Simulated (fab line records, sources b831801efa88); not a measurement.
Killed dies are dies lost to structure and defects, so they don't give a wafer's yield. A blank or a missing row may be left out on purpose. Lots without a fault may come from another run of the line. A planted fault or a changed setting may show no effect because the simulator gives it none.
fab line records | flow sky130
record lots=7 wafers=21 last_day=50
route steps=708 shown SD_P@326 RES_XHIGH@332 PAD_OPEN@708
lots that met no fault: from a run of the same line without faults
start_h: hours from the record's first day to the start of the lot's first wafer shown | wait_h: hours since the lot's step before | " the same as in the row above | L1.1+2: a row that stands for several wafers | - no value, or no start given | * or withheld: withheld | < > ~ a bound
route shown NAME@n: a module of which the file shows steps, and the number in the route of the first | usual: mean/standard deviation of fault-free wafers | same: alike in all rows | chamber/n: place in a boat | sites: the reading at each site | _std_site: their standard deviation | _edge_site: outer sites' mean less inner sites' | radius_mm: how far each site lies from the wafer's centre | mask NAME#n: copy n | behind: the tool/chamber that last shaped the wafer | hold: why the lot was held/for how many hours/how that ended | device: the transistor (n, p or np) that didn't switch | end of line: the same wafers' tests at the end of the route | a step without rows: its recipe alone | killed: dies lost to structure and defects at the first sort, not the wafer's yield | map: a wafer's dies, x killed, . not, _ none there
set.NAME: the setting as run; set.NAME@STEP: as run at that earlier step | model.NAME: the simulator's own value behind a step, which no gauge read
lots at some steps of the route; a table a step, a row a wafer
services: from which hour (start_h, from the record's first day; less than 0 if before it) a tool's chamber was out of use, for how many hours, and why
## steps
# step SKY_SD_P_DEVELOP_06
# recipe resist=NOVOLAK developer=TMAH develop_time_s=60 dev_temp_c=23
# step SKY_SD_P_CD_MEAS_07
# recipe target_cd_nm=380
# usual cd_nm=380.1/2.3
# columns lot.wafer tool chamber start_h wait_h cd_nm
L234.2 cd_sem-01 - 589.49 0.1 385.9
L234.3 " - " " 382.1
L234.5 " - " " 380.9
L235.1 cd_sem-01 - 594.97 0.1 383.6
L235.2 " - " " 381.7
L235.4 " - " " 380.5
L244.1 cd_sem-01 - 685.22 0.1 381.4
L244.3 " - " " 381.8
L244.4 " - " " 381.6
L246.1 cd_sem-02 - 695.68 0.1 380.8
L246.2 " - " " 381.1
L246.3 " - " " 380.7
L247.3 cd_sem-02 - 701.97 0.1 384.2
L247.4 " - " " 383.7
L247.5 " - " " 384.5
L255.2 cd_sem-01 - 763.84 0.1 379.9
L255.4 " - " " 376.9
L255.6 " - " " 378.0
L256.1 cd_sem-01 - 767.73 0.1 381.2
L256.3 " - " " 377.0
L256.5 " - " " 379.4
# step SKY_SD_P_OVL_MEAS_08
# usual SD_P_OVL=1.2/1.3
# columns lot.wafer tool chamber start_h wait_h SD_P_OVL[nm]
L234.2 overlay-01 - 589.60 0.1 0.8
L234.3 " - " " 0.4
L234.5 " - " " 2.0
L235.1 overlay-02 - 595.09 0.1 0.3
L235.2 " - " " 1.5
L235.4 " - " " 1.3
L244.1 overlay-01 - 685.34 0.1 1.9
L244.3 " - " " 2.8
L244.4 " - " " 2.9
L246.1 overlay-02 - 706.19 10.5 -0.6
L246.2 " - " " -1.2
L246.3 " - " " -0.3
L247.3 overlay-01 - 706.63 4.6 2.8
L247.4 " - " " 2.6
L247.5 " - " " 2.8
L255.2 overlay-01 - 763.95 0.1 1.5
L255.4 " - " " 0.8
L255.6 " - " " 0.8
L256.1 overlay-02 - 767.85 0.1 -0.6
L256.3 " - " " 0.4
L256.5 " - " " -0.6
# step SKY_SD_P_IMPLANT_09
# recipe species=BF2 energy_kev=20 dose_cm2=3e+15 tilt_deg=0
# step SKY_SD_P_STRIP_10
# recipe chemistry=O2/N2 power_w=1400 pressure_mtorr=1500 platen_temp_c=withheld o2_flow_sccm=3000 n2_flow_sccm=300 overash_fraction=0.5
# usual drypump_motor_current_A=5.5/0.57 oes_product_au=0.618/0.0045 strip_time_to_endpoint_s=17.49/0.033
# columns lot.wafer tool chamber start_h wait_h drypump_motor_current_A oes_product_au rf_hours_counter_h strip_time_to_endpoint_s
L234.2 plasma_asher-04 0 589.78 0.1 5.6 0.612 74 17.55
L234.3 " 0 " " 5.6 0.628 - 17.48
L234.5 " 1 " " 5.1 0.615 - 17.51
L235.1 plasma_asher-01 0 595.28 0.1 4.9 0.621 92 17.50
L235.2 " 1 " " 5.6 0.621 92 17.46
L235.4 " 0 " " 5.0 0.620 - 17.45
L244.1 plasma_asher-04 1 685.52 0.1 5.2 0.621 84 17.47
L244.3 " 0 " " 5.6 0.615 - 17.50
L244.4 " 1 " " 5.2 0.621 - 17.52
L246.1 plasma_asher-01 1 706.73 0.2 5.7 0.619 103 17.49
L246.2 " 0 " " 4.9 0.619 103 17.49
L246.3 " 0 " " 4.9 0.616 - 17.50
L247.3 plasma_asher-04 0 707.51 0.1 5.6 0.623 - 17.49
L247.4 " 1 " " 5.2 0.625 - 17.53
L247.5 " 0 " " 5.6 0.617 - 17.48
L255.2 plasma_asher-04 0 764.13 0.1 5.6 0.619 93 17.48
L255.4 " 1 " " 5.2 0.617 - 17.46
L255.6 " 1 " " 5.2 0.628 - 17.48
L256.1 plasma_asher-04 1 768.04 0.1 5.2 0.622 93 17.46
L256.3 " 0 " " 5.6 0.616 - 17.46
L256.5 " 1 " " 5.2 0.614 - 17.45
# step SKY_SD_P_TW_MEAS_11
# usual SD_P_TW=2820/30
# columns lot.wafer tool chamber start_h wait_h SD_P_TW
L234.2 film_metro-04 - 589.89 0.1 2863
L234.3 " - " " 2875
L234.5 " - " " 2871
L235.1 film_metro-01 - 595.38 0.1 2846
L235.2 " - " " 2844
L235.4 " - " " 2843
L244.1 film_metro-03 - 685.62 0.1 2785
L244.3 " - " " 2806
L244.4 " - " " 2804
L246.1 film_metro-01 - 706.83 0.1 2809
L246.2 " - " " 2810
L246.3 " - " " 2818
L247.3 film_metro-03 - 707.59 0.1 2806
L247.4 " - " " 2802
L247.5 " - " " 2811
L255.2 film_metro-03 - 764.24 0.1 2797
L255.4 " - " " 2785
L255.6 " - " " 2788
L256.1 film_metro-03 - 768.14 0.1 2806
L256.3 " - " " 2812
L256.5 " - " " 2811
# step SKY_RES_XHIGH_DEHYDRATE_00
# recipe temp_c=200 time_s=60
# step SKY_RES_XHIGH_HMDS_01
# recipe prime_time_s=60 prime_temp_c=120
# step SKY_RES_XHIGH_COAT_02
# recipe resist=NOVOLAK spin_rpm=3000 resist_thk_nm=1140
# step SKY_RES_XHIGH_SOFTBAKE_03
# recipe temp_c=90 time_s=60 resist=NOVOLAK
# step SKY_RES_XHIGH_EXPOSE_04
# recipe mask_id=URPM na=0.6 source_shape=conventional sigma_outer=0.6 polarization=unpolarized target_cd_nm=1270 dose_mj=140
# step SKY_RES_XHIGH_PEB_05
# recipe temp_c=withheld time_s=* resist=NOVOLAK
# step SKY_RES_XHIGH_DEVELOP_06
# recipe resist=NOVOLAK developer=TMAH develop_time_s=60 dev_temp_c=23
# usual developer_temp_C=23.00/0.1
# columns lot.wafer tool chamber start_h wait_h developer_temp_C
L234.2 litho_track-02 0 618.30 0.1 23.09
L234.3 " 0 " " 23.06
L234.5 " 0 " " 22.95
L235.1 litho_track-03 0 623.52 0.1 22.85
L235.2 " 0 " " 22.95
L235.4 " 0 " " 22.95
L244.1 litho_track-02 0 707.02 0.1 23.86
L244.3 " 0 " " 24.01
L244.4 " 0 " " 23.85
L246.1 litho_track-02 0 724.92 0.1 23.95
L246.2 " 0 " " 24.00
L246.3 " 0 " " 23.90
L247.3 litho_track-02 0 728.77 0.1 23.94
L247.4 " 0 " " 23.95
L247.5 " 0 " " 23.79
L255.2 litho_track-04 0 790.19 0.1 23.36
L255.4 " 0 " " 22.91
L255.6 " 0 " " 23.15
L256.1 litho_track-03 0 794.37 0.1 22.96
L256.3 " 0 " " 23.02
L256.5 " 0 " " 23.08
# step SKY_RES_XHIGH_IMPLANT_07
# recipe species=BF2 energy_kev=20 dose_cm2=3.6e+14 tilt_deg=0
# step SKY_PAD_OPEN_PROBE_99
# usual killed_at_M0_to_M3=43/7.2 killed_at_M4_up=3.5/2 killed_at_contacts=24/5.2 killed_at_front_end=15/4.4 killed_at_other=0.2/0.48 killed_dies=85/9.4 killed_open=46/7.3 killed_short=39/6.1
# same gross_dies=492 killed_at_back_side=0
# columns lot.wafer tool chamber start_h wait_h killed_at_M0_to_M3 killed_at_M4_up killed_at_contacts killed_at_front_end killed_at_other killed_dies killed_open killed_short
L234.2 prober-02 - 1081.27 0.1 42 6 30 16 0 94 53 39
L234.3 prober-02 - 1081.32 0.2 59 4 17 13 0 93 49 44
L234.5 prober-02 - 1081.42 0.2 42 0 25 7 0 74 50 24
L235.1 prober-01 - 1081.34 0.1 53 7 24 11 0 95 50 45
L235.2 prober-01 - 1081.39 0.1 40 5 23 12 1 81 40 41
L235.4 prober-01 - 1081.49 0.2 37 3 24 14 0 78 43 35
L244.1 prober-02 - 1136.24 0.1 39 3 25 8 0 75 38 37
L244.3 prober-02 - 1136.34 0.2 58 2 22 21 0 103 59 38
L244.4 prober-02 - 1136.39 0.2 48 2 18 10 0 78 49 29
L246.1 prober-01 - 1148.85 0.1 43 3 24 16 0 86 45 41
L246.2 prober-01 - 1148.90 0.1 53 3 17 17 0 90 49 41
L246.3 prober-01 - 1148.95 0.2 44 5 29 14 0 92 56 36
L247.3 prober-02 - 1153.79 0.2 38 1 34 15 0 88 51 37
L247.4 prober-02 - 1153.84 0.2 40 3 22 13 0 78 37 41
L247.5 prober-02 - 1153.89 0.2 56 3 17 15 0 91 46 45
L255.2 prober-01 - 1189.89 0.1 35 2 20 15 0 72 39 33
L255.4 prober-01 - 1189.99 0.2 44 0 29 18 0 91 59 32
L255.6 prober-01 - 1190.09 0.2 35 8 27 17 0 87 44 43
L256.1 prober-01 - 1197.68 0.1 42 6 22 12 0 82 44 38
L256.3 prober-01 - 1197.78 0.2 42 4 21 8 0 75 36 39
L256.5 prober-01 - 1197.88 0.2 37 3 24 20 1 85 46 39
# killed by level:class
L234.2 VIA2:geometric_particle:open=10 LI_CONTACT:geometric_particle:open=10 CONTACT:geometric_particle:open=10 METAL1:geometric_particle:short=6 VIA1:geometric_particle:open=6 FIELD_ISO:geometric_particle:short=5 VIA3:geometric_particle:short=5 CONTACT:geometric_particle:short=5
L234.3 VIA1:geometric_particle:open=18 VIA3:geometric_particle:short=10 VIA2:geometric_particle:open=10 LOCAL_INTERCONNECT:geometric_particle:short=5 CONTACT:geometric_particle:open=5 METAL1:geometric_particle:short=5 FIELD_ISO:geometric_particle:short=4 FIELD_ISO:geometric_particle:open=4
L235.1 VIA1:geometric_particle:open=11 CONTACT:geometric_particle:open=10 METAL1:geometric_particle:short=10 VIA3:geometric_particle:open=7 VIA2:geometric_particle:open=7 LOCAL_INTERCONNECT:geometric_particle:short=5 METAL4:geometric_particle:short=5 FIELD_ISO:geometric_particle:short=4
L235.2 CONTACT:geometric_particle:open=12 METAL1:geometric_particle:short=9 VIA1:geometric_particle:short=9 VIA3:geometric_particle:open=7 VIA1:geometric_particle:open=6 LI_CONTACT:geometric_particle:open=5 FIELD_ISO:geometric_particle:short=4 METAL4:geometric_particle:short=4
L234.5 VIA1:geometric_particle:open=18 CONTACT:geometric_particle:open=10 VIA2:geometric_particle:open=6 LI_CONTACT:geometric_particle:open=5 VIA3:geometric_particle:open=5 POLY_GATE:geometric_particle:short=4 CONTACT:geometric_particle:short=4 LI_CONTACT:geometric_particle:short=3
L235.4 LI_CONTACT:geometric_particle:open=9 VIA1:geometric_particle:open=9 CONTACT:geometric_particle:open=8 VIA3:geometric_particle:open=6 METAL2:geometric_particle:short=5 VIA1:geometric_particle:short=5 LOCAL_INTERCONNECT:geometric_particle:short=5 FIELD_ISO:geometric_particle:open=4
L244.1 CONTACT:geometric_particle:open=10 VIA3:geometric_particle:open=8 METAL1:geometric_particle:short=5 CONTACT:geometric_particle:short=5 VIA1:geometric_particle:open=5 METAL2:geometric_particle:short=5 LI_CONTACT:geometric_particle:open=4 VIA3:geometric_particle:short=4
L244.3 VIA1:geometric_particle:open=18 CONTACT:geometric_particle:short=6 CONTACT:geometric_particle:open=6 VIA3:geometric_particle:open=6 FIELD_ISO:area_etch=6 LI_CONTACT:geometric_particle:open=5 METAL1:geometric_particle:open=5 METAL1:geometric_particle:short=5
L244.4 VIA1:geometric_particle:open=14 VIA2:geometric_particle:open=8 CONTACT:geometric_particle:open=8 VIA3:geometric_particle:open=7 LOCAL_INTERCONNECT:geometric_particle:short=5 METAL2:geometric_particle:short=5 POLY_GATE:geometric_particle:open=4 VIA3:geometric_particle:short=4
L246.1 VIA3:geometric_particle:open=12 CONTACT:geometric_particle:open=8 METAL2:geometric_particle:short=7 VIA1:geometric_particle:open=7 POLY_GATE:geometric_particle:open=6 CONTACT:geometric_particle:short=6 VIA1:geometric_particle:short=6 LI_CONTACT:geometric_particle:open=5
L246.2 VIA1:geometric_particle:open=16 VIA1:geometric_particle:short=8 VIA3:geometric_particle:open=8 CONTACT:geometric_particle:open=7 FIELD_ISO:geometric_particle:short=6 VIA2:geometric_particle:open=6 METAL2:geometric_particle:short=6 CONTACT:geometric_particle:short=4
L246.3 VIA1:geometric_particle:open=15 CONTACT:geometric_particle:open=12 LI_CONTACT:geometric_particle:open=6 LOCAL_INTERCONNECT:geometric_particle:short=5 CONTACT:geometric_particle:short=5 VIA1:geometric_particle:short=5 METAL2:geometric_particle:short=5 VIA2:geometric_particle:open=5
L247.3 CONTACT:geometric_particle:open=10 VIA1:geometric_particle:open=10 VIA3:geometric_particle:open=9 LI_CONTACT:geometric_particle:open=8 CONTACT:geometric_particle:short=6 FIELD_ISO:geometric_particle:short=5 LOCAL_INTERCONNECT:geometric_particle:short=5 LI_CONTACT:geometric_particle:short=4
L247.4 VIA1:geometric_particle:open=12 CONTACT:geometric_particle:open=9 FIELD_ISO:geometric_particle:short=7 VIA2:geometric_particle:open=5 LOCAL_INTERCONNECT:geometric_particle:short=5 CONTACT:geometric_particle:short=5 METAL2:geometric_particle:short=5 POLY_GATE:geometric_particle:short=4
L247.5 METAL2:geometric_particle:short=10 VIA1:geometric_particle:open=9 METAL1:geometric_particle:short=7 VIA2:geometric_particle:open=7 CONTACT:geometric_particle:open=6 VIA3:geometric_particle:open=6 FIELD_ISO:geometric_particle:open=5 VIA3:geometric_particle:short=5
L255.2 VIA1:geometric_particle:open=7 LI_CONTACT:geometric_particle:open=6 VIA2:geometric_particle:open=6 FIELD_ISO:geometric_particle:open=5 CONTACT:geometric_particle:short=5 CONTACT:geometric_particle:open=5 METAL2:geometric_particle:short=5 FIELD_ISO:geometric_particle:short=4
L255.4 CONTACT:geometric_particle:open=11 VIA2:geometric_particle:open=9 VIA1:geometric_particle:open=9 VIA3:geometric_particle:open=8 FIELD_ISO:geometric_particle:open=6 LI_CONTACT:geometric_particle:open=6 FIELD_ISO:geometric_particle:short=5 METAL2:geometric_particle:short=5
L255.6 CONTACT:geometric_particle:open=9 VIA3:geometric_particle:open=8 LI_CONTACT:geometric_particle:open=8 POLY_GATE:geometric_particle:short=7 CONTACT:geometric_particle:short=7 VIA1:geometric_particle:open=6 METAL4:geometric_particle:short=6 FIELD_ISO:geometric_particle:open=4
L256.1 VIA1:geometric_particle:open=12 CONTACT:geometric_particle:open=8 METAL2:geometric_particle:short=7 VIA1:geometric_particle:short=6 VIA3:geometric_particle:open=5 LI_CONTACT:geometric_particle:open=5 VIA2:geometric_particle:open=5 METAL4:geometric_particle:short=5
L256.3 VIA1:geometric_particle:open=12 VIA1:geometric_particle:short=11 LI_CONTACT:geometric_particle:open=8 CONTACT:geometric_particle:open=7 FIELD_ISO:geometric_particle:short=4 METAL2:geometric_particle:short=4 METAL1:geometric_particle:short=4 METAL4:geometric_particle:short=4
L256.5 VIA1:geometric_particle:open=15 CONTACT:geometric_particle:open=8 POLY_GATE:geometric_particle:short=7 POLY_GATE:geometric_particle:open=7 LI_CONTACT:geometric_particle:open=7 METAL2:geometric_particle:short=6 CONTACT:geometric_particle:short=4 FIELD_ISO:geometric_particle:short=3
## services
# columns tool chamber start_h hours kind
plasma_asher-01 - 656.32 3.0 repair
litho_track-04 - 679.15 - consumable_replace:filter
plasma_asher-01 - 733.02 1.4 repair
plasma_asher-01 - 734.38 9.0 pm
plasma_asher-01 0 734.38 9.0 vent_cycle
plasma_asher-01 1 734.38 9.0 vent_cycle
plasma_asher-01 0 743.38 - clean
plasma_asher-01 1 743.38 - clean
## key
first_sign step=SKY_RES_XHIGH_DEVELOP_06 reading=developer_temp_C direction=up sigmas=9.1 usual=* struck=*
effect none on later readings
met_at SKY_RES_XHIGH_DEVELOP_06
struck_wafers L244.1,L244.3,L244.4,L246.1,L246.2,L246.3,L247.3,L247.4,L247.5
tester_left_out L244,L246,L247
onset_between 618.30 707.02
fault kind=process_parameter_drift tool=litho_track-02 chamber=- onset_h=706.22 steps=SKY_RES_XHIGH_DEVELOP_06 channel=dev_temp_c offset=* shape=step end_h=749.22 acts_in=* stated=*
# tester_left_out: of these lots the tester's yield and bins aren't shown, on N5 and GAA mostly nor the transistor test; their killed dies are dies lost to structure and defects alone, not to doping, threshold or leakage, so they don't give the yield
